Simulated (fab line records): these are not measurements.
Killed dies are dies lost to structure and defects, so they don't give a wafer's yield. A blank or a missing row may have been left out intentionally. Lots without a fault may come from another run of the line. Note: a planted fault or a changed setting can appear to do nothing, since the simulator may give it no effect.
The tool behind it: which one? -- flow sky130 -- Sampling: 24 lots, 72 wafers, 6 of 708 route steps

WHAT THE GAUGES SHOWED, per wafer
SKY_VIA4_THK_MEAS_20: measures by xrf. Usual: VIA4_W_THK typically reads 498 nm, with standard deviation 8.6.
lot,measured,on,VIA4_W_THK (nm),flag
L074,day 43 04:40,film_metro-03,482 496 491,
L075,day 43 14:41,film_metro-04,512 510 507,
L076,day 43 20:28,film_metro-03,478 488 489,
L077,day 44 04:51,film_metro-03,495 501 493,
L078,day 44 07:12,film_metro-03,507 492 499,
L079,day 44 20:14,film_metro-03,500 500 499,
L080,day 44 21:11,film_metro-01,500 501 501,
L081,day 45 00:38,film_metro-04,511 507 513,
L082,day 45 08:13,film_metro-03,485 491 486,
L083,day 45 18:02,film_metro-04,503 513 505,
L084,day 45 18:44,film_metro-01,513 505 515,
L085,day 46 01:11,film_metro-04,497 493 496,
L086,day 46 16:34,film_metro-03,491 489 488,
L087,day 46 13:41,film_metro-01,501 497 496,
L088,day 46 17:07,film_metro-03,501 496 512,
L089,day 47 02:23,film_metro-01,502 490 503,
L090,day 47 09:49,film_metro-03,486 500 491,
L091,day 47 13:30,film_metro-04,490 488 490,
L092,day 47 15:52,film_metro-01,490 494 496,
L093,day 48 02:59,film_metro-03,488 486 493,
L094,day 48 07:11,film_metro-03,490 490 494,
L095,day 48 08:47,film_metro-04,509 510 514,
L096,day 48 16:46,film_metro-03,494 499 493,
L097,day 48 20:25,film_metro-04,495 508 503,

WHAT TOOL EACH LOT RAN ON (gives the tool, then ch and the chambers of the sampled wafers, and finally the start)
lot,SKY_FIELD_ISO_STRIP_16,SKY_METAL3_SPUTTER_03,SKY_METAL4_ETCH_17,SKY_VIA4_ETCH_12,SKY_VIA4_SPUTTER_17
L074,"plasma_asher-03 ch 0,1, day 2 09:02","pvd_sputter-03, day 36 16:23","rie_diel-03 ch 1,2,3, day 42 02:34","rie_diel-04 ch 0,1,3, day 43 03:40","pvd_sputter-01, day 43 04:20"
L075,"plasma_asher-04 ch 0, day 2 13:29","pvd_sputter-03, day 37 04:25","rie_diel-02 ch 0,3, day 42 13:01","rie_diel-04 ch 0,1,2, day 43 13:40","pvd_sputter-02, day 43 14:22"
L076,"plasma_asher-01 ch 0,1, day 2 14:32","pvd_sputter-03, day 37 12:37","rie_diel-01 ch 0,2, day 42 18:39","rie_diel-04 ch 0,2,3, day 43 19:27","pvd_sputter-04, day 43 20:08"
L077,"plasma_asher-01 ch 0,1, day 2 22:46","pvd_sputter-03, day 37 20:23","rie_diel-02 ch 2,3, day 43 04:05","rie_diel-04 ch 0,3, day 44 03:49","pvd_sputter-01, day 44 04:31"
L078,"plasma_asher-03 ch 0,1, day 3 04:43","pvd_sputter-01, day 38 00:37","rie_diel-02 ch 0,1,3, day 43 06:42","rie_diel-04 ch 1,2,3, day 44 06:12","pvd_sputter-04, day 44 06:52"
L079,"plasma_asher-03 ch 1, day 3 09:04","pvd_sputter-03, day 38 14:16","rie_diel-03 ch 0,3, day 43 19:08","rie_diel-04 ch 2,3, day 44 18:53","pvd_sputter-04, day 44 19:55"
L080,"plasma_asher-03 ch 0,1, day 3 12:43","pvd_sputter-03, day 38 16:44","rie_diel-01 ch 1,2,3, day 43 20:43","rie_diel-03 ch 1,3, day 44 20:11","pvd_sputter-04, day 44 20:51"
L081,"plasma_asher-04 ch 0,1, day 3 17:49","pvd_sputter-04, day 38 19:36","rie_diel-03 ch 1,3, day 43 23:27","rie_diel-03 ch 0,1,2, day 44 23:34","pvd_sputter-04, day 45 00:17"
L082,"plasma_asher-01 ch 0,1, day 3 22:35","pvd_sputter-03, day 39 02:50","rie_diel-03 ch 0,1,3, day 44 07:26","rie_diel-03 ch 0,1,3, day 45 06:49","pvd_sputter-04, day 45 07:53"
L083,"plasma_asher-04 ch 0,1, day 4 03:14","pvd_sputter-01, day 39 13:16","rie_diel-02 ch 1,3, day 44 18:11","rie_diel-04 ch 0,2,3, day 45 17:01","pvd_sputter-04, day 45 17:41"
L084,"plasma_asher-03 ch 0,1, day 4 09:35","pvd_sputter-04, day 39 14:44","rie_diel-03 ch 1,3, day 44 18:49","rie_diel-01 ch 0,2,3, day 45 17:45","pvd_sputter-04, day 45 18:25"
L085,"plasma_asher-01 ch 0,1, day 4 13:26","pvd_sputter-03, day 39 23:45","rie_diel-02 ch 0,1,3, day 45 01:28","rie_diel-03 ch 0,2,3, day 46 00:10","pvd_sputter-04, day 46 00:50"
L086,"plasma_asher-01 ch 0,1, day 4 21:49","pvd_sputter-01, day 40 14:50","rie_diel-03 ch 0,1,2, day 45 16:47","rie_diel-03 ch 0,2,3, day 46 15:28","pvd_sputter-04, day 46 16:13"
L087,"plasma_asher-04 ch 0,1, day 5 02:11","pvd_sputter-04, day 40 12:46","rie_diel-03 ch 0,2,3, day 45 14:20","rie_diel-04 ch 1,2,3, day 46 12:39","pvd_sputter-04, day 46 13:21"
L088,"plasma_asher-03 ch 0,1, day 5 06:14","pvd_sputter-03, day 40 15:31","rie_diel-01 ch 0,1,2, day 45 17:08","rie_diel-01 ch 0,1,3, day 46 15:32","pvd_sputter-04, day 46 16:44"
L089,"plasma_asher-04 ch 0,1, day 5 12:32","pvd_sputter-04, day 41 06:20","rie_diel-01 ch 0,1,2, day 46 03:17","rie_diel-04 ch 0,1,3, day 47 01:19","pvd_sputter-04, day 47 02:03"
L090,"plasma_asher-04 ch 0,1, day 5 18:38","pvd_sputter-03, day 41 12:47","rie_diel-03 ch 0,2,3, day 46 10:40","rie_diel-03 ch 0,2,3, day 47 08:13","pvd_sputter-04, day 47 09:19"
L091,"plasma_asher-04 ch 0,1, day 5 21:25","pvd_sputter-04, day 41 16:31","rie_diel-03 ch 2,3, day 46 15:03","rie_diel-03 ch 1,2,3, day 47 12:28","pvd_sputter-04, day 47 13:10"
L092,"plasma_asher-04 ch 0,1, day 6 01:23","pvd_sputter-01, day 41 20:40","rie_diel-03 ch 0,1,3, day 46 17:16","rie_diel-01 ch 0,1,2, day 47 14:42","pvd_sputter-02, day 47 15:22"
L093,"plasma_asher-03 ch 0,1, day 6 07:49","pvd_sputter-04, day 42 10:01","rie_diel-03 ch 1,2,3, day 47 04:38","rie_diel-04 ch 0,2, day 48 01:58","pvd_sputter-01, day 48 02:38"
L094,"plasma_asher-04 ch 0, day 6 11:26","pvd_sputter-04, day 42 13:22","rie_diel-01 ch 1,2,3, day 47 09:02","rie_diel-01 ch 0,1, day 48 06:11","pvd_sputter-02, day 48 06:51"
L095,"plasma_asher-03 ch 1, day 6 17:44","pvd_sputter-03, day 42 16:13","rie_diel-03 ch 0,1,3, day 47 11:08","rie_diel-01 ch 0,2,3, day 48 07:38","pvd_sputter-02, day 48 08:26"
L096,"plasma_asher-03 ch 1, day 6 23:17","pvd_sputter-01, day 43 00:10","rie_diel-02 ch 0,1, day 47 18:32","rie_diel-03 ch 0,1,2, day 48 15:43","pvd_sputter-02, day 48 16:25"
L097,"plasma_asher-04 ch 0,1, day 7 05:25","pvd_sputter-01, day 43 08:47","rie_diel-03 ch 0,1,3, day 47 23:14","rie_diel-04 ch 1,2, day 48 19:23","pvd_sputter-04, day 48 20:05"
- SKY_FIELD_ISO_STRIP_16: strips in O2/N2.
- SKY_METAL3_SPUTTER_03: material Ti, target thk 5 nm, time 3.3 s.
- SKY_METAL4_ETCH_17: etches SiO2 in C4F8/O2/Ar, stops on TiN, time 3.9 s, target depth 15 nm.
- SKY_VIA4_ETCH_12: etches SiO2 in C4F8/O2/Ar, stops on TiN, target depth 580 nm.
- SKY_VIA4_SPUTTER_17: material TiN, target thk 20 nm, time 80 s.

AS READ BY THE TOOLS THEMSELVES (means over the sampled wafers that have a number; for cases with no such wafer, the mark the record gives instead)
SKY_FIELD_ISO_STRIP_16. Usual: drypump_motor_current_A 6.1 A, standard deviation 0.36; oes_product_au 0.377 a.u., standard deviation 0.0049; strip_time_to_endpoint_s 3.54 s, standard deviation 0.041.
lot,tool,drypump_motor_current_A (A),oes_product_au (a.u.),strip_time_to_endpoint_s (s),flag
L074,plasma_asher-03,6.2,0.373,3.50,
L075,plasma_asher-04,6.4,0.380,3.54,
L076,plasma_asher-01,6.6,0.375,3.56,
L077,plasma_asher-01,6.6,0.375,3.51,
L078,plasma_asher-03,6.1,0.380,3.54,
L079,plasma_asher-03,6.4,0.384,3.55,
L080,plasma_asher-03,6.1,0.372,3.47,
L081,plasma_asher-04,6.0,0.375,3.50,
L082,plasma_asher-01,6.6,0.372,3.47,
L083,plasma_asher-04,6.2,0.375,3.53,
L084,plasma_asher-03,5.9,0.378,3.57,
L085,plasma_asher-01,6.6,0.381,3.58,
L086,plasma_asher-01,6.5,0.375,3.53,
L087,plasma_asher-04,6.0,0.379,3.56,
L088,plasma_asher-03,5.9,0.373,3.55,
L089,plasma_asher-04,6.2,0.376,3.56,
L090,plasma_asher-04,6.0,0.379,3.53,
L091,plasma_asher-04,6.2,0.378,3.56,
L092,plasma_asher-04,6.2,0.378,3.55,
L093,plasma_asher-03,6.2,0.378,3.52,
L094,plasma_asher-04,6.4,0.376,3.51,
L095,plasma_asher-03,6.4,0.380,3.57,
L096,plasma_asher-03,6.4,0.378,3.57,
L097,plasma_asher-04,6.2,0.374,3.54,

SKY_METAL3_SPUTTER_03. Usual: throttle_valve_pct at 30.2 %, with a standard deviation of 0.88.
lot,tool,throttle_valve_pct (%),flag
L074,pvd_sputter-03,30.6,
L075,pvd_sputter-03,29.3,
L076,pvd_sputter-03,30.0,
L077,pvd_sputter-03,29.6,
L078,pvd_sputter-01,31.4,
L079,pvd_sputter-03,30.5,
L080,pvd_sputter-03,30.2,
L081,pvd_sputter-04,29.6,
L082,pvd_sputter-03,30.7,
L083,pvd_sputter-01,30.6,
L084,pvd_sputter-04,30.1,
L085,pvd_sputter-03,30.0,
L086,pvd_sputter-01,31.0,
L087,pvd_sputter-04,29.9,
L088,pvd_sputter-03,30.4,
L089,pvd_sputter-04,30.1,
L090,pvd_sputter-03,29.7,
L091,pvd_sputter-04,29.9,
L092,pvd_sputter-01,30.7,
L093,pvd_sputter-04,29.8,
L094,pvd_sputter-04,30.1,
L095,pvd_sputter-03,30.0,
L096,pvd_sputter-01,30.2,
L097,pvd_sputter-01,31.1,

SKY_METAL4_ETCH_17. Usual: oes_product_au at 0.759 a.u., with a standard deviation of 0.0078.
lot,tool,oes_product_au (a.u.),flag
L074,rie_diel-03,0.758,
L075,rie_diel-02,0.760,
L076,rie_diel-01,0.757,
L077,rie_diel-02,0.764,
L078,rie_diel-02,0.752,
L079,rie_diel-03,0.756,
L080,rie_diel-01,0.761,
L081,rie_diel-03,0.748,
L082,rie_diel-03,0.759,
L083,rie_diel-02,0.766,
L084,rie_diel-03,0.752,
L085,rie_diel-02,0.757,
L086,rie_diel-03,0.753,
L087,rie_diel-03,0.767,
L088,rie_diel-01,0.769,
L089,rie_diel-01,0.765,
L090,rie_diel-03,0.756,
L091,rie_diel-03,0.760,
L092,rie_diel-03,0.767,
L093,rie_diel-03,0.758,
L094,rie_diel-01,0.759,
L095,rie_diel-03,0.752,
L096,rie_diel-02,0.764,
L097,rie_diel-03,0.761,

SKY_VIA4_ETCH_12. Usual: oes_product_au at 0.925 a.u., with a standard deviation of 0.0049.
lot,tool,oes_product_au (a.u.),flag
L074,rie_diel-04,0.923,
L075,rie_diel-04,0.927,
L076,rie_diel-04,0.926,
L077,rie_diel-04,0.931,
L078,rie_diel-04,0.923,
L079,rie_diel-04,0.924,
L080,rie_diel-03,0.922,
L081,rie_diel-03,0.925,
L082,rie_diel-03,0.928,
L083,rie_diel-04,0.927,
L084,rie_diel-01,0.931,
L085,rie_diel-03,0.924,
L086,rie_diel-03,0.917,
L087,rie_diel-04,0.925,
L088,rie_diel-01,0.919,
L089,rie_diel-04,0.924,
L090,rie_diel-03,0.926,
L091,rie_diel-03,0.925,
L092,rie_diel-01,0.925,
L093,rie_diel-04,0.924,
L094,rie_diel-01,0.923,
L095,rie_diel-01,0.927,
L096,rie_diel-03,0.926,
L097,rie_diel-04,0.923,

SKY_VIA4_SPUTTER_17. Usual: throttle_valve_pct at 30.2 %, with a standard deviation of 0.83.
lot,tool,throttle_valve_pct (%),flag
L074,pvd_sputter-01,32.0,
L075,pvd_sputter-02,31.7,
L076,pvd_sputter-04,30.1,
L077,pvd_sputter-01,31.4,
L078,pvd_sputter-04,30.0,
L079,pvd_sputter-04,29.8,
L080,pvd_sputter-04,30.2,
L081,pvd_sputter-04,30.4,
L082,pvd_sputter-04,29.6,
L083,pvd_sputter-04,29.9,
L084,pvd_sputter-04,30.0,
L085,pvd_sputter-04,30.0,
L086,pvd_sputter-04,30.0,
L087,pvd_sputter-04,30.2,
L088,pvd_sputter-04,29.7,
L089,pvd_sputter-04,29.9,
L090,pvd_sputter-04,29.7,
L091,pvd_sputter-04,30.2,
L092,pvd_sputter-02,31.0,
L093,pvd_sputter-01,30.5,
L094,pvd_sputter-02,30.4,
L095,pvd_sputter-02,29.8,
L096,pvd_sputter-02,30.1,
L097,pvd_sputter-04,30.1,

THE ANSWER, worked out from the rows above alone
Rule: take the mean of a lot's wafers that have a number; if it is more than 3 standard deviations from the usual mean, the lot is off. A lot without any number at a reading at which 4 lots or more have one is off too. The other lots that the step has rows for count as sound. The gauges are gone through in route order, then the tools' own readings, and for those a lot's mean is taken as printed above. The first step at which some lot is off is used, and at that step the reading that is off furthest; a lot without a number counts as furthest.
Nothing can be told from this: no lot is off at any reading shown.

WHAT THE SIMULATOR HAD PUT IN
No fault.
